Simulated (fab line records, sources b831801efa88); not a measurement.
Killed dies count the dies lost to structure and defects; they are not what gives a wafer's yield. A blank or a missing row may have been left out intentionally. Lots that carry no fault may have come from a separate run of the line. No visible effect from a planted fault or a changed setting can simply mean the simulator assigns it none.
fab line records	flow sky130
record lots=11	wafers=31	last-day=50
route steps=708 shown VIA3@597 METAL4@599 CAP2M@603 PAD_OPEN@708
lots untouched by any fault: they come from a run of this same line in which no faults occurred
start-h: the number of hours between the record's first day and the start of the first shown wafer of the lot	wait-h: hours since the lot's step before	" repeats the value in the row above	L1.1+2: a single row standing in for several wafers	- no value present, or no start provided	* or withheld: withheld	< > ~ a bound
route shown NAME@n: names a module that has steps shown in the file, with the first one's number in the route	usual: mean/standard deviation of fault-free wafers	same: alike in all rows	chamber/n: place in a boat	sites: readings site by site	_std_site: the values' standard deviation	_edge_site: outer sites' mean less inner sites'	radius-mm: how far each site lies from the wafer's centre	mask NAME#n: copy n	behind: tool/chamber where the wafer was last shaped	hold: the reason the lot was held/the length of the hold in hours/how it ended	device: names the non-switching transistor (n, p or np)	end of line: tests of these same wafers at the route's end	step lacking rows: just its recipe	killed: dies lost to structure and defects at the first sort, not the wafer's yield	map: the dies of a wafer, with x for killed, . for not killed, _ for no die there
set.NAME: the setting as run; set.NAME@STEP: as run at that earlier step	model.NAME: the simulator's own value behind a step, which no gauge read
one table for each step of the route and one row for each wafer, over a sample of lots
services: a tool's chamber out of use, with start hour (start-h, from the record's first day; less than 0 if before it), hours out, and reason
## steps
# step SKY_VIA3_CMP_24
# recipe stop-on=SiO2	t-overpolish-s=20	down-force-psi=3.5	platen-rpm=60	target-thk-nm=0	pad-velocity-m-s=0.94248
# usual motor-current-A=10.9/0.85	overpolish-run-s=20.001/0.009	time-to-endpoint-s=96/3.9
# same t-overpolish-s=20
lot.wafer	tool	chamber	start-h	wait-h	motor-current-A	overpolish-run-s	time-to-endpoint-s
L920.3	cmp-01	3	963.90	0.2	9.7	20.001	101
L920.5	"	3	"	"	9.7	19.998	98
L920.6	"	0	"	"	11.3	19.986	95
L923.1	cmp-01	2	965.30	0.2	12.0	20.016	97
L923.4	"	3	"	"	9.1	20.015	102
L923.3	"	0	"	"	11.3	20.018	98
L921.4	cmp-01	1	970.22	0.1	10.2	19.985	100
L921.1	"	2	"	"	11.9	19.998	100
L921.5	"	3	"	"	9.1	20.005	101
L922.4	cmp-02	0	974.18	0.0	10.8	20.000	98
L922.2	"	1	"	"	11.6	20.014	92
L922.1	"	2	"	"	10.5	19.998	97
L927.5	cmp-01	0	994.64	0.3	12.1	20.007	96
L930.3	cmp-01	0	1013.08	0.1	10.8	20.012	97
L930.1	"	2	"	"	12.0	19.998	98
L930.5	"	0	"	"	11.4	20.006	95
L932.3	cmp-02	1	1024.61	0.0	11.4	20.006	86
L932.4	"	3	"	"	12.0	20.000	92
L932.6	"	1	"	"	11.4	20.018	85
L934.2	cmp-02	0	1035.86	0.1	11.5	20.000	95
L934.1	"	1	"	"	11.4	20.021	90
L934.3	"	2	"	"	10.5	19.995	98
L935.2	cmp-01	1	1049.65	0.1	10.1	20.000	97
L935.1	"	2	"	"	11.4	19.995	97
L935.6	"	0	"	"	11.7	19.994	96
L937.4	cmp-02	2	1054.89	0.2	10.9	20.002	94
L937.1	"	3	"	"	11.4	20.008	97
L937.6	"	1	"	"	11.0	19.991	92
L941.4	cmp-01	1	1080.36	0.0	9.9	19.997	94
L941.3	"	2	"	"	11.7	20.022	93
L941.1	"	3	"	"	9.2	19.991	95
# step SKY_METAL4_SPUTTER_01
# recipe material=TiN	target-thk-nm=20	power-w=6500	time-s=16.7	chamber-pressure-pa=0.4
# usual cathode-dc-power-W=6500.0/1.1	throttle-valve-pct=30.1/1
lot.wafer	tool	chamber	start-h	wait-h	cathode-dc-power-W	throttle-valve-pct
L920.3	pvd-sputter-01	-	964.22	0.0	6499.1	31.9
L920.5	"	-	"	"	6500.4	31.9
L920.6	"	-	"	"	6499.1	29.8
L923.1	pvd-sputter-03	-	965.63	0.0	6499.2	28.6
L923.3	"	-	"	"	6500.6	31.8
L923.4	"	-	"	"	6499.9	30.2
L921.1	pvd-sputter-02	-	970.45	0.0	6500.2	29.5
L921.4	"	-	"	"	6497.1	30.6
L921.5	"	-	"	"	6499.6	30.7
L922.1	pvd-sputter-02	-	974.50	0.0	6500.2	29.5
L922.2	"	-	"	"	6502.5	31.0
L922.4	"	-	"	"	6500.4	29.4
L927.5	pvd-sputter-02	-	994.72	0.0	6499.7	31.5
L930.1	pvd-sputter-02	-	1013.35	0.0	6500.7	30.7
L930.3	"	-	"	"	6501.5	29.3
L930.5	"	-	"	"	6501.2	31.4
L932.3	pvd-sputter-03	-	1024.93	0.0	6501.8	29.9
L932.4	"	-	"	"	6500.5	32.2
L932.6	"	-	"	"	6498.7	28.7
L934.1	pvd-sputter-02	-	1036.13	0.0	6498.5	29.5
L934.2	"	-	"	"	6501.6	30.5
L934.3	"	-	"	"	6499.1	31.7
L935.1	pvd-sputter-01	-	1049.92	0.0	6499.7	31.0
L935.2	"	-	"	"	6499.8	31.8
L935.6	"	-	"	"	6500.5	29.4
L937.1	pvd-sputter-02	-	1055.11	0.0	6500.8	29.5
L937.4	"	-	"	"	6501.0	31.1
L937.6	"	-	"	"	6499.7	29.5
L941.1	pvd-sputter-02	-	1080.68	0.0	6498.4	29.5
L941.3	"	-	"	"	6499.2	31.1
L941.4	"	-	"	"	6502.3	29.2
# step SKY_CAP2M_CVD_00
# recipe material=SiO2	target-thk-nm=15.5	temp-c=400	time-s=withheld	rf-w=450
# usual heater-power-w=760/94	susceptor-temp-C=400.01/0.2
lot.wafer	tool	chamber	start-h	wait-h	heater-power-w	susceptor-temp-C
L920.3	pecvd-03	2	964.35	0.0	649	400.36
L920.5	"	1	"	"	847	400.20
L920.6	"	0	"	"	843	399.90
L923.1	pecvd-04	1	965.76	0.0	915	399.95
L923.3	"	2	"	"	635	400.02
L923.4	"	0	"	"	839	399.85
L921.1	pecvd-03	1	970.58	0.0	818	399.98
L921.4	"	2	"	"	726	399.87
L921.5	"	0	"	"	844	400.20
L922.1	pecvd-03	2	974.63	0.0	630	400.04
L922.2	"	1	"	"	794	400.39
L922.4	"	2	"	"	638	400.14
L927.5	pecvd-03	1	994.85	0.0	798	400.10
L930.1	pecvd-03	2	1013.48	0.0	701	399.68
L930.3	"	2	"	"	730	399.87
L930.5	"	2	"	"	691	400.17
L932.3	pecvd-01	2	1025.06	0.0	687	399.95
L932.4	"	2	"	"	671	399.93
L932.6	"	0	"	"	719	399.71
L934.1	pecvd-03	2	1036.27	0.0	736	400.25
L934.2	"	0	"	"	891	399.90
L934.3	"	2	"	"	733	399.89
L935.1	pecvd-03	0	1050.05	0.0	750	399.97
L935.2	"	2	"	"	727	399.95
L935.6	"	2	"	"	730	400.00
L937.1	pecvd-01	0	1055.25	0.0	846	400.29
L937.4	"	1	"	"	640	399.93
L937.6	"	0	"	"	900	399.76
L941.1	pecvd-04	1	1080.81	0.0	933	399.96
L941.3	"	0	"	"	844	400.03
L941.4	"	0	"	"	860	400.38
# step SKY_CAP2M_THK_MEAS_01
# recipe reads=SiO2_of_CAP2M_CVD_00
# usual CAP2M_CVD_00_THK=15.47/0.24
lot.wafer	tool	chamber	start-h	wait-h	CAP2M_CVD_00_THK[nm]
L920.3	film-metro-04	-	964.42	-	15.42
L920.5	"	-	"	"	15.34
L920.6	"	-	"	"	15.46
L923.1	film-metro-03	-	965.78	-	15.36
L923.3	"	-	"	"	15.08
L923.4	"	-	"	"	15.62
L921.1	film-metro-04	-	970.60	-	15.44
L921.4	"	-	"	"	15.73
L921.5	"	-	"	"	15.62
L922.1	film-metro-04	-	974.65	-	15.31
L922.2	"	-	"	"	13.72
L922.4	"	-	"	"	15.73
L927.5	film-metro-03	-	994.90	-	13.94
L930.1	film-metro-03	-	1013.52	-	15.48
L930.3	"	-	"	"	15.82
L930.5	"	-	"	"	15.86
L932.3	film-metro-02	-	1025.10	-	15.49
L932.4	"	-	"	"	15.78
L932.6	"	-	"	"	15.79
L934.1	film-metro-03	-	1036.30	-	15.54
L934.2	"	-	"	"	15.40
L934.3	"	-	"	"	15.58
L935.1	film-metro-02	-	1050.08	-	15.50
L935.2	"	-	"	"	15.46
L935.6	"	-	"	"	15.50
L937.1	film-metro-03	-	1055.27	-	15.30
L937.4	"	-	"	"	15.22
L937.6	"	-	"	"	15.67
L941.1	film-metro-03	-	1080.83	-	15.24
L941.3	"	-	"	"	14.91
L941.4	"	-	"	"	15.25
# step SKY_CAP2M_SPUTTER_02
# recipe material=TiN	target-thk-nm=200	temp-c=300	power-w=6500	time-s=166.7	chamber-pressure-pa=0.4
# usual cathode-dc-power-W=6500.1/1.2	susceptor-temp-C=300.00/0.19	throttle-valve-pct=30.2/1.3
lot.wafer	tool	chamber	start-h	wait-h	cathode-dc-power-W	susceptor-temp-C	throttle-valve-pct
L920.3	pvd-sputter-04	-	964.46	0.0	6501.0	299.92	28.5
L920.5	"	-	"	"	6499.3	299.78	28.6
L920.6	"	-	"	"	6499.9	299.98	32.0
L923.1	pvd-sputter-04	-	965.84	0.1	6499.4	299.83	28.8
L923.3	"	-	"	"	6499.3	300.08	28.8
L923.4	"	-	"	"	6502.5	299.78	31.6
L921.1	pvd-sputter-04	-	970.66	0.1	6501.0	299.76	28.4
L921.4	"	-	"	"	6499.1	299.76	28.5
L921.5	"	-	"	"	6502.3	299.99	28.6
L922.1	pvd-sputter-01	-	974.71	0.1	6499.3	300.11	31.0
L922.2	"	-	"	"	6499.9	300.18	30.3
L922.4	"	-	"	"	6499.2	300.19	29.7
L927.5	pvd-sputter-04	-	994.98	0.1	6502.2	299.96	28.4
L930.1	pvd-sputter-04	-	1013.58	0.1	6501.0	300.07	28.6
L930.3	"	-	"	"	6499.7	300.31	31.6
L930.5	"	-	"	"	6499.6	300.17	28.5
L932.3	pvd-sputter-04	-	1025.14	0.0	6499.1	299.83	31.8
L932.4	"	-	"	"	6500.0	300.08	31.6
L932.6	"	-	"	"	6498.4	300.01	28.6
L934.1	pvd-sputter-01	-	1036.36	0.1	6499.6	299.86	32.1
L934.2	"	-	"	"	6499.0	299.53	31.1
L934.3	"	-	"	"	6498.1	300.04	29.7
L935.1	pvd-sputter-02	-	1050.14	0.1	6501.7	299.80	30.5
L935.2	"	-	"	"	6499.5	299.89	29.5
L935.6	"	-	"	"	6497.9	299.86	31.2
L937.1	pvd-sputter-04	-	1055.33	0.1	6501.1	299.78	30.8
L937.4	"	-	"	"	6502.8	299.63	32.0
L937.6	"	-	"	"	6501.8	299.95	31.6
L941.1	pvd-sputter-04	-	1080.89	0.1	6500.8	300.03	28.2
L941.3	"	-	"	"	6499.9	300.13	31.8
L941.4	"	-	"	"	6500.5	299.94	28.7
# step SKY_METAL4_ETCH_17
# recipe target=SiO2	stop-on=TiN	chemistry=C4F8/O2/Ar	source-w=1500	bias-w=1200	pressure-mtorr=40	c4f8-flow-sccm=withheld	O2_flow_sccm=6	Ar_flow_sccm=300	time-s=3.9	target-depth-a=150
# usual oes-product-au=0.753/0.0073
lot.wafer	tool	chamber	start-h	wait-h	oes-product-au
L920.3	rie-diel-02	3	1012.13	0.0	0.757
L920.5	"	2	"	"	0.754
L920.6	"	3	"	"	0.753
L923.1	rie-diel-02	2	1013.78	0.1	0.761
L923.3	"	1	"	"	0.746
L923.4	"	0	"	"	0.757
L921.1	rie-diel-03	2	1019.48	0.1	0.755
L921.4	"	1	"	"	0.765
L921.5	"	1	"	"	0.750
L922.1	rie-diel-03	1	1022.73	0.1	0.748
L922.2	"	0	"	"	0.702
L922.4	"	2	"	"	0.768
L927.5	rie-diel-02	2	1040.79	0.0	0.717
L930.1	rie-diel-01	2	1057.78	0.1	0.746
L930.3	"	3	"	"	0.764
L930.5	"	2	"	"	0.764
L932.3	rie-diel-03	0	1069.13	0.0	0.755
L932.4	"	0	"	"	0.763
L932.6	"	1	"	"	0.768
L934.1	rie-diel-02	0	1079.88	0.1	0.757
L934.2	"	1	"	"	0.751
L934.3	"	2	"	"	0.760
L935.1	rie-diel-01	2	1092.73	0.1	0.753
L935.2	"	3	"	"	0.756
L935.6	"	1	"	"	0.754
L937.1	rie-diel-03	0	1098.68	0.1	0.752
L937.4	"	1	"	"	0.749
L937.6	"	1	"	"	0.755
L941.1	rie-diel-02	2	1123.37	0.2	0.747
L941.3	"	1	"	"	0.746
L941.4	"	3	"	"	0.760
# step SKY_PAD_OPEN_PROBE_99
# usual defect-limited-yield=82.2/1.9	killed_at_M0_to_M3=44/6.7	killed_at_M4_up=3.1/1.8	killed-at-contacts=24/5.1	killed-at-front-end=16/4.7	killed-at-other=0.3/0.59	killed-dies=88/9.6	killed-on-rim=17/3.8	killed-open=48/7.3	killed-short=39/6.5
# same gross-dies=492	killed-at-back-side=0
lot.wafer	tool	chamber	start-h	wait-h	defect-limited-yield[%]	killed_at_M0_to_M3	killed_at_M4_up	killed-at-contacts	killed-at-front-end	killed-at-other	killed-dies	killed-on-rim	killed-open	killed-short
L923.1	prober-02	-	1105.77	0.1	84.6	47	3	17	9	0	76	10	43	33
L923.3	prober-02	-	1105.87	0.2	81.7	36	1	27	26	0	90	25	56	34
L923.4	prober-02	-	1105.92	0.2	81.1	49	2	31	11	0	93	18	60	33
L920.3	prober-01	-	1106.04	0.2	81.5	51	4	19	14	3	91	17	42	49
L920.5	prober-01	-	1106.14	0.2	80.7	39	4	26	25	1	95	25	47	46
L920.6	prober-01	-	1106.19	0.2	80.3	44	5	28	20	0	97	20	53	44
L921.1	prober-01	-	1111.38	0.1	82.9	51	4	19	10	0	84	15	45	39
L921.4	prober-01	-	1111.53	0.2	85.0	43	2	18	11	0	74	20	38	36
L921.5	prober-01	-	1111.58	0.2	85.4	46	2	14	10	0	72	19	41	31
L922.1	prober-01	-	1115.14	0.1	81.9	44	6	17	22	0	89	18	52	37
L922.2	prober-01	-	1115.19	0.1	80.9	43	2	32	17	0	94	16	54	40
L922.4	prober-01	-	1115.29	0.2	82.1	49	3	21	15	0	88	13	53	35
L927.5	prober-01	-	1131.47	0.2	81.3	52	2	25	13	0	92	20	53	39
L930.1	prober-02	-	1148.16	0.1	81.7	41	0	25	24	0	90	18	45	45
L930.3	prober-02	-	1148.26	0.2	80.7	47	8	26	14	0	95	25	53	42
L930.5	prober-02	-	1148.36	0.2	80.1	51	3	21	23	0	98	18	55	43
L932.3	prober-02	-	1158.31	0.2	81.3	39	8	30	14	1	92	17	49	43
L932.4	prober-02	-	1158.36	0.2	81.5	48	3	20	20	0	91	17	55	36
L932.6	prober-02	-	1158.46	0.2	79.3	55	4	33	10	0	102	22	63	39
L934.1	prober-02	-	1164.52	0.1	83.5	30	2	31	18	0	81	17	42	39
L934.2	prober-02	-	1164.57	0.1	83.9	31	6	23	17	2	79	16	34	43
L934.3	prober-02	-	1164.62	0.2	83.1	37	1	27	17	1	83	16	44	38
L935.1	prober-01	-	1176.23	0.1	79.5	55	3	29	14	0	101	18	52	48
L935.2	prober-01	-	1176.28	0.1	80.5	49	3	26	17	1	96	22	53	43
L935.6	prober-01	-	1176.48	0.2	79.5	59	0	26	16	0	101	27	59	42
L937.1	prober-01	-	1179.91	0.1	81.7	44	3	23	20	0	90	16	50	40
L937.4	prober-01	-	1180.06	0.2	82.5	46	2	27	10	1	86	17	46	40
L937.6	prober-01	-	1180.16	0.2	82.7	47	2	23	13	0	85	14	51	34
L941.1	prober-01	-	1198.51	0.1	83.1	45	2	18	18	0	83	21	53	29
L941.3	prober-01	-	1198.61	0.2	83.5	38	2	21	20	0	81	21	36	45
L941.4	prober-01	-	1198.66	0.2	85.6	40	2	18	11	0	71	8	37	33
# killed by level:class
L923.1 VIA1:geometric-particle:open=14 CONTACT:geometric-particle:open=10 VIA2:geometric-particle:open=9 METAL2:geometric-particle:short=7 VIA3:geometric-particle:short=4 FIELD_ISO:geometric-particle:short=3 LI_CONTACT:geometric-particle:short=3 METAL4:geometric-particle:short=3
L923.3 CONTACT:geometric-particle:short=10 CONTACT:geometric-particle:open=9 FIELD_ISO:geometric-particle:open=7 VIA1:geometric-particle:open=7 LI_CONTACT:geometric-particle:open=6 VIA2:geometric-particle:open=6 VIA2:geometric-particle:short=6 VIA3:geometric-particle:open=6
L923.4 CONTACT:geometric-particle:open=13 VIA3:geometric-particle:open=10 LI_CONTACT:geometric-particle:open=9 VIA1:geometric-particle:open=9 METAL1:geometric-particle:short=6 VIA1:geometric-particle:short=6 FIELD_ISO:geometric-particle:open=5 VIA2:geometric-particle:open=5
L920.3 METAL1:geometric-particle:short=12 CONTACT:geometric-particle:open=11 VIA3:geometric-particle:open=7 METAL2:geometric-particle:short=7 METAL3:geometric-particle:short=7 VIA2:geometric-particle:open=5 POLY_GATE:geometric-particle:short=4 VIA3:geometric-particle:short=4
L920.5 CONTACT:geometric-particle:open=10 LI_CONTACT:geometric-particle:open=6 VIA1:geometric-particle:open=6 FIELD_ISO:geometric-particle:open=5 VIA2:geometric-particle:open=5 POLY_GATE:geometric-particle:short=5 METAL2:geometric-particle:short=5 POLY_GATE:geometric-particle:open=4
L920.6 METAL1:geometric-particle:short=9 LI_CONTACT:geometric-particle:open=9 CONTACT:geometric-particle:open=9 POLY_GATE:geometric-particle:open=7 VIA2:geometric-particle:open=7 CONTACT:geometric-particle:short=6 VIA1:geometric-particle:open=6 VIA3:geometric-particle:open=5
L921.1 VIA1:geometric-particle:open=11 VIA2:geometric-particle:open=10 METAL2:geometric-particle:short=7 METAL3:geometric-particle:short=7 LOCAL_INTERCONNECT:geometric-particle:short=5 CONTACT:geometric-particle:open=5 VIA3:geometric-particle:open=5 POLY_GATE:geometric-particle:open=4
L921.4 VIA2:geometric-particle:open=8 METAL1:geometric-particle:short=6 LI_CONTACT:geometric-particle:open=6 CONTACT:geometric-particle:open=6 VIA1:geometric-particle:open=6 METAL2:geometric-particle:short=6 VIA1:geometric-particle:short=5 VIA3:geometric-particle:open=5
L921.5 VIA2:geometric-particle:open=12 VIA1:geometric-particle:open=8 CONTACT:geometric-particle:open=7 VIA3:geometric-particle:open=6 METAL1:geometric-particle:short=6 METAL2:geometric-particle:short=5 LOCAL_INTERCONNECT:geometric-particle:short=4 POLY_GATE:geometric-particle:short=3
L922.1 VIA1:geometric-particle:open=11 VIA2:geometric-particle:open=7 METAL1:geometric-particle:short=7 POLY_GATE:geometric-particle:open=5 POLY_GATE:geometric-particle:short=5 LI_CONTACT:geometric-particle:open=5 LOCAL_INTERCONNECT:geometric-particle:short=5 METAL2:geometric-particle:short=5
L922.2 CONTACT:geometric-particle:open=15 VIA1:geometric-particle:open=12 METAL2:geometric-particle:short=8 FIELD_ISO:geometric-particle:open=6 METAL1:geometric-particle:short=6 LI_CONTACT:geometric-particle:open=5 LI_CONTACT:geometric-particle:short=5 CONTACT:geometric-particle:short=5
L922.4 VIA1:geometric-particle:open=14 CONTACT:geometric-particle:open=7 VIA2:geometric-particle:open=7 METAL2:geometric-particle:short=7 FIELD_ISO:geometric-particle:open=6 CONTACT:geometric-particle:short=5 VIA1:geometric-particle:short=5 VIA3:geometric-particle:open=4
L927.5 CONTACT:geometric-particle:open=13 VIA1:geometric-particle:open=12 VIA2:geometric-particle:open=10 METAL1:geometric-particle:short=8 METAL2:geometric-particle:short=6 FIELD_ISO:geometric-particle:short=5 CONTACT:geometric-particle:short=5 FIELD_ISO:geometric-particle:open=4
L930.1 CONTACT:geometric-particle:open=10 FIELD_ISO:geometric-particle:short=7 POLY_GATE:geometric-particle:short=7 CONTACT:geometric-particle:short=6 VIA1:geometric-particle:open=6 METAL2:geometric-particle:short=6 VIA2:geometric-particle:open=5 VIA3:geometric-particle:open=5
L930.3 VIA1:geometric-particle:open=16 CONTACT:geometric-particle:open=11 LOCAL_INTERCONNECT:geometric-particle:short=6 METAL4:geometric-particle:short=6 VIA2:geometric-particle:open=5 VIA3:geometric-particle:open=5 FIELD_ISO:geometric-particle:open=4 LI_CONTACT:geometric-particle:open=4
L930.5 VIA1:geometric-particle:open=10 VIA2:geometric-particle:open=9 LI_CONTACT:geometric-particle:open=7 VIA3:geometric-particle:open=7 FIELD_ISO:geometric-particle:short=6 CONTACT:geometric-particle:open=6 POLY_GATE:geometric-particle:open=5 CONTACT:geometric-particle:short=5
L932.3 VIA1:geometric-particle:open=11 LI_CONTACT:geometric-particle:open=9 CONTACT:geometric-particle:open=8 CONTACT:geometric-particle:short=6 METAL1:geometric-particle:short=5 METAL4:geometric-particle:short=5 FIELD_ISO:geometric-particle:short=4 FIELD_ISO:geometric-particle:open=4
L932.4 VIA1:geometric-particle:open=12 VIA3:geometric-particle:open=11 CONTACT:geometric-particle:open=7 VIA2:geometric-particle:open=7 POLY_GATE:geometric-particle:open=6 LI_CONTACT:geometric-particle:open=6 CONTACT:geometric-particle:short=6 POLY_GATE:geometric-particle:short=5
L932.6 VIA1:geometric-particle:open=16 CONTACT:geometric-particle:open=12 VIA2:geometric-particle:open=11 LI_CONTACT:geometric-particle:open=9 CONTACT:geometric-particle:short=6 VIA1:geometric-particle:short=6 VIA3:geometric-particle:short=5 VIA3:geometric-particle:open=5
L934.1 CONTACT:geometric-particle:open=11 FIELD_ISO:geometric-particle:short=8 VIA3:geometric-particle:open=7 LI_CONTACT:geometric-particle:open=6 CONTACT:geometric-particle:short=5 VIA1:geometric-particle:open=5 METAL2:geometric-particle:short=5 LOCAL_INTERCONNECT:geometric-particle:short=4
L934.2 CONTACT:geometric-particle:open=8 LOCAL_INTERCONNECT:geometric-particle:short=7 FIELD_ISO:geometric-particle:short=6 VIA1:geometric-particle:open=6 METAL4:geometric-particle:short=6 VIA2:geometric-particle:open=5 VIA1:geometric-particle:short=5 CONTACT:geometric-particle:short=4
L934.3 CONTACT:geometric-particle:open=10 METAL2:geometric-particle:short=7 LOCAL_INTERCONNECT:geometric-particle:short=6 VIA1:geometric-particle:open=6 VIA3:geometric-particle:open=5 VIA3:geometric-particle:short=5 FIELD_ISO:geometric-particle:open=4 FIELD_ISO:geometric-particle:short=4
L935.1 VIA1:geometric-particle:open=14 CONTACT:geometric-particle:open=13 VIA3:geometric-particle:open=9 METAL1:geometric-particle:short=9 METAL2:geometric-particle:short=8 LI_CONTACT:geometric-particle:open=5 VIA1:geometric-particle:short=5 POLY_GATE:geometric-particle:short=4
L935.2 VIA1:geometric-particle:open=12 CONTACT:geometric-particle:open=11 METAL1:geometric-particle:short=8 FIELD_ISO:geometric-particle:open=7 VIA2:geometric-particle:open=7 METAL2:geometric-particle:short=7 LI_CONTACT:geometric-particle:open=6 VIA1:geometric-particle:short=4
L935.6 VIA1:geometric-particle:open=21 CONTACT:geometric-particle:open=9 POLY_GATE:geometric-particle:open=7 CONTACT:geometric-particle:short=6 POLY_GATE:geometric-particle:short=5 LI_CONTACT:geometric-particle:open=5 VIA2:geometric-particle:open=5 LOCAL_INTERCONNECT:geometric-particle:short=5
L937.1 CONTACT:geometric-particle:open=9 METAL1:geometric-particle:short=7 POLY_GATE:geometric-particle:open=7 LI_CONTACT:geometric-particle:open=7 VIA1:geometric-particle:open=6 VIA1:geometric-particle:short=6 VIA3:geometric-particle:open=6 VIA2:geometric-particle:open=5
L937.4 CONTACT:geometric-particle:open=11 VIA1:geometric-particle:open=9 METAL2:geometric-particle:short=8 LI_CONTACT:geometric-particle:open=7 VIA3:geometric-particle:open=7 VIA1:geometric-particle:short=6 CONTACT:geometric-particle:short=5 FIELD_ISO:geometric-particle:short=4
L937.6 VIA1:geometric-particle:open=13 CONTACT:geometric-particle:open=8 VIA3:geometric-particle:open=7 LOCAL_INTERCONNECT:geometric-particle:short=6 LI_CONTACT:geometric-particle:open=5 METAL1:geometric-particle:short=5 VIA2:geometric-particle:open=5 FIELD_ISO:geometric-particle:open=4
L941.1 VIA1:geometric-particle:open=11 VIA2:geometric-particle:open=9 FIELD_ISO:geometric-particle:open=8 CONTACT:geometric-particle:open=6 METAL2:geometric-particle:short=5 POLY_GATE:geometric-particle:short=4 LI_CONTACT:geometric-particle:short=4 LI_CONTACT:geometric-particle:open=4
L941.3 POLY_GATE:geometric-particle:short=7 VIA3:geometric-particle:open=7 VIA1:geometric-particle:open=6 CONTACT:geometric-particle:open=6 METAL3:geometric-particle:short=6 LI_CONTACT:geometric-particle:open=5 METAL1:geometric-particle:short=5 FIELD_ISO:geometric-particle:short=4
L941.4 VIA1:geometric-particle:open=9 VIA3:geometric-particle:open=7 METAL2:geometric-particle:short=5 LI_CONTACT:geometric-particle:open=5 METAL1:geometric-particle:short=5 CONTACT:geometric-particle:open=4 LOCAL_INTERCONNECT:geometric-particle:short=4 FIELD_ISO:geometric-particle:open=3
## services
tool	chamber	start-h	hours	kind
rie-diel-02	2	941.32	6.2	repair
cmp-01	-	943.71	1.0	repair
cmp-01	-	947.10	3.8	repair
cmp-02	-	951.06	21.4	pm
rie-diel-02	3	967.10	8.3	repair
rie-diel-03	3	975.32	7.8	repair
pecvd-04	-	984.32	0.6	repair
rie-diel-03	3	987.66	3.5	repair
cmp-02	-	990.19	1.6	repair
rie-diel-03	1	997.41	16.0	repair
pvd-sputter-02	-	1008.85	1.6	repair
cmp-02	-	1011.68	4.4	pm
rie-diel-02	3	1014.20	1.8	repair
pecvd-01	-	1014.23	2.3	repair
cmp-01	-	1014.27	4.6	repair
rie-diel-03	3	1025.41	14.9	repair
pecvd-04	-	1035.50	2.8	pm
pvd-sputter-01	-	1040.28	6.3	repair
cmp-01	-	1052.83	3.3	repair
rie-diel-03	3	1067.15	15.6	repair
cmp-02	-	1084.44	4.0	pm
rie-diel-02	3	1086.40	4.4	repair
cmp-01	-	1088.62	6.0	pm
cmp-02	-	1104.17	4.9	pm
## key
first-sign step=SKY_CAP2M_THK_MEAS_01	reading=CAP2M_CVD_00_THK	direction=down	sigmas=6.9	usual=15.47	struck=13.83
effect step=SKY_METAL4_ETCH_17	reading=oes-product-au	direction=down	sigmas=6	usual=0.753	struck=0.709
met-at SKY_CAP2M_CVD_00
struck-lots L922,L927
struck-wafers L922.2,L927.5
not-acting-at SKY_VIA3_CMP_24,SKY_METAL4_SPUTTER_01,SKY_CAP2M_SPUTTER_02
onset-between 970.58 974.63
earlier-fault kind=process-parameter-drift	tool=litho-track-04	chamber=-	onset-h=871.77	steps=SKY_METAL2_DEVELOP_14	channel=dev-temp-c	offset=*	shape=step	end-h=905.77	acts-in=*	stated=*
fault kind=site-profile-drift	tool=pecvd-03	chamber=1	onset-h=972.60	steps=SKY_CAP2M_CVD_00	basis=fraction	max-abs-drift=0.23309	slope-share-per-hr=51.797	site-pattern=0,0,0,0,0,-1,-1,-1,-1
